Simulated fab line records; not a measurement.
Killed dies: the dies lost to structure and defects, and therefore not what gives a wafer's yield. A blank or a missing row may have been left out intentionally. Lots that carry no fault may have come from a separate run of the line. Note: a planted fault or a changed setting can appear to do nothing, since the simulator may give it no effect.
A lot that was struck, set against a sound lot | flow sky130 | 43 out of 708 route steps
Sound: the wafers L109.1, L109.2, L109.6. Struck: wafers L114.2, L114.4. (L114.6 of the same lot was not struck and is left out.) The cause comes at the end.
Each step with rows lists, per side, the tool, then ch with its chambers, then its first start. Under that, the readings that differ: sound wafers | struck wafers | difference of the means | sigmas: that difference in standard deviations of wafers without a fault.
alike: words and numbers the same on both sides, and readings whose means are apart by under 2 such deviations; not compared: readings that were withheld, readings missing a value for some wafer, numbers with overlapping values and no deviation given by the record, and bounds like >300 which may hide the same value.
The two part at a step that has a row with sigmas, a row that says differs or no value, or rows on one side only. Numbers that have no deviation but don't overlap get no sigmas and don't part them. A reading that every wafer of one side lacks parts them only if that side has two wafers or more.

first, 4 steps without rows for these wafers: SKY_VIA3_CLEAN_18 (cleans in IPA, time 180 s); SKY_VIA3_CLEAN_19 (cleans in O3/DIW); SKY_VIA3_SPUTTER_20 (material TiN, target thk 20 nm, time 80 s); SKY_VIA3_CVD_21 (deposits W, target thk 390 nm, time 117.31 s).
SKY_VIA3_RS_MEAS_22: uses a four-point probe to measure.
  sound on film metro-02 at day 40 15:29; struck on film metro-03 at day 42 23:22
  alike: VIA3_W_RS
SKY_VIA3_THK_MEAS_23: measures by xrf.
  sound on film metro-02 at day 40 15:36; struck on film metro-03 at day 42 23:28
  alike: VIA3_W_THK
SKY_VIA3_CMP_24: polishes, stops on SiO2, t overpolish 20 s, target thk 0 nm.
  sound on cmp-02 ch 1,3, day 40 15:40; struck on cmp-01 ch 0,2, day 42 23:31
  alike: motor current A, overpolish run s, time to endpoint s
SKY_METAL4_SPUTTER_00: material Ti, target thk 15 nm, time 10 s.
  sound on pvd sputter-02 at day 40 15:58; struck on pvd sputter-02 at day 42 23:49
  alike: throttle valve pct
then, 1 step without rows for these wafers: SKY_METAL4_SPUTTER_01 (material TiN, target thk 20 nm, time 16.7 s).
SKY_METAL4_SPUTTER_02: material AlCu, target thk 735 nm, time 39.1 s.
  sound on pvd sputter-02 at day 40 16:00; struck on pvd sputter-02 at day 42 23:52
  alike: throttle valve pct
then, 1 step without rows for these wafers: SKY_METAL4_SPUTTER_03 (material Ti, target thk 5 nm, time 3.3 s).
SKY_METAL4_SPUTTER_04: material TiN, target thk 70 nm, time 58.3 s.
  sound on pvd sputter-02 at day 40 16:04; struck on pvd sputter-02 at day 42 23:56
  alike: throttle valve pct
SKY_CAP2M_CVD_00: deposits SiO2, target thk 15.5 nm.
  sound on pecvd-03 ch 0,1,2, day 40 16:07; struck on pecvd-01 ch 2, day 42 23:58
  alike: heater power w
SKY_CAP2M_THK_MEAS_01:
  sound on film metro-03 at day 40 16:08; struck on film metro-02 at day 43 00:01
  alike: CAP2M_CVD_00_THK
then, 1 step without rows for these wafers: SKY_CAP2M_SPUTTER_02 (material TiN, target thk 200 nm, time 166.7 s).
SKY_CAP2M_RS_MEAS_03: uses a four-point probe to measure.
  sound on film metro-02 at day 40 16:18; struck on film metro-04 at day 43 00:12
  alike: CAP2M_TIN_RS
SKY_CAP2M_THK_MEAS_04: measures by xrf.
  sound on film metro-02 at day 40 16:25; struck on film metro-04 at day 43 00:19
  alike: CAP2M_TIN_THK
then, 7 steps without rows for these wafers: SKY_CAP2M_DEHYDRATE_05 (time 60 s); SKY_CAP2M_HMDS_06 (prime time 60 s); SKY_CAP2M_COAT_07 (resist thk 1140 nm); SKY_CAP2M_SOFTBAKE_08 (time 60 s); SKY_CAP2M_EXPOSE_09 (exposes mask CAP2M, target cd 1000 nm); SKY_CAP2M_PEB_10; SKY_CAP2M_DEVELOP_11 (develop time 60 s).
SKY_CAP2M_OVL_MEAS_12:
  sound on overlay-02 at day 41 15:16; struck on overlay-02 at day 43 22:42
  alike: CAP2M_OVL
then, 1 step without rows for these wafers: SKY_CAP2M_METAL_ETCH_13 (etches TiN in Cl2/BCl3, stops on SiO2, target depth 220 nm, time 62.9 s).
SKY_CAP2M_STRIP_14: strips in O2/N2.
  sound on plasma asher-01 ch 0,1, day 41 15:23; struck on plasma asher-03 ch 0,1, day 43 22:49
  alike: drypump motor current A, oes product au, strip time to endpoint s
  not compared: rf hours counter h
then, 11 steps without rows for these wafers: SKY_CAP2M_STRIP_15 (strips in post etch residue remover, time 1200 s); SKY_CAP2M_CLEAN_16 (cleans in IPA, time 180 s); SKY_CAP2M_CLEAN_17 (cleans in O3/DIW); SKY_METAL4_DEHYDRATE_05 (time 60 s); SKY_METAL4_HMDS_06 (prime time 60 s); SKY_METAL4_COAT_07 (resist thk 60 nm); SKY_METAL4_COAT_08 (resist thk 1140 nm); SKY_METAL4_SOFTBAKE_09 (time 90 s); SKY_METAL4_EXPOSE_10 (exposes mask MM4, target cd 300 nm); SKY_METAL4_PEB_11; SKY_METAL4_DEVELOP_12 (develop time 60 s).
SKY_METAL4_CD_MEAS_13: target cd 300 nm.
  sound on cd sem-01 at day 42 14:23; struck on cd sem-01 at day 44 22:13
  alike: cd nm
SKY_METAL4_OVL_MEAS_14:
  sound on overlay-01 at day 42 14:30; struck on overlay-01 at day 44 22:19
  alike: METAL4_OVL
then, 2 steps without rows for these wafers: SKY_METAL4_DESCUM_15 (chemistry O2, time 8 s); SKY_METAL4_ETCH_16 (etches BARC in N2/H2, stops on SiO2, time 88.2 s, target depth 60 nm).
-- the record jumps here: 4 days lie between the struck wafers' starts before and after (it left off in module METAL4 and takes up again in module PAD_OPEN, whose first step shown is number 708 of the route) --
SKY_PAD_OPEN_PROBE_99:
  the record has rows for the struck wafers here (prober-01, day 48 14:13) and none for the sound ones

WHERE THEY PART
Only at SKY_PAD_OPEN_PROBE_99, as far as this record shows.

WHY: the cause the simulator had injected
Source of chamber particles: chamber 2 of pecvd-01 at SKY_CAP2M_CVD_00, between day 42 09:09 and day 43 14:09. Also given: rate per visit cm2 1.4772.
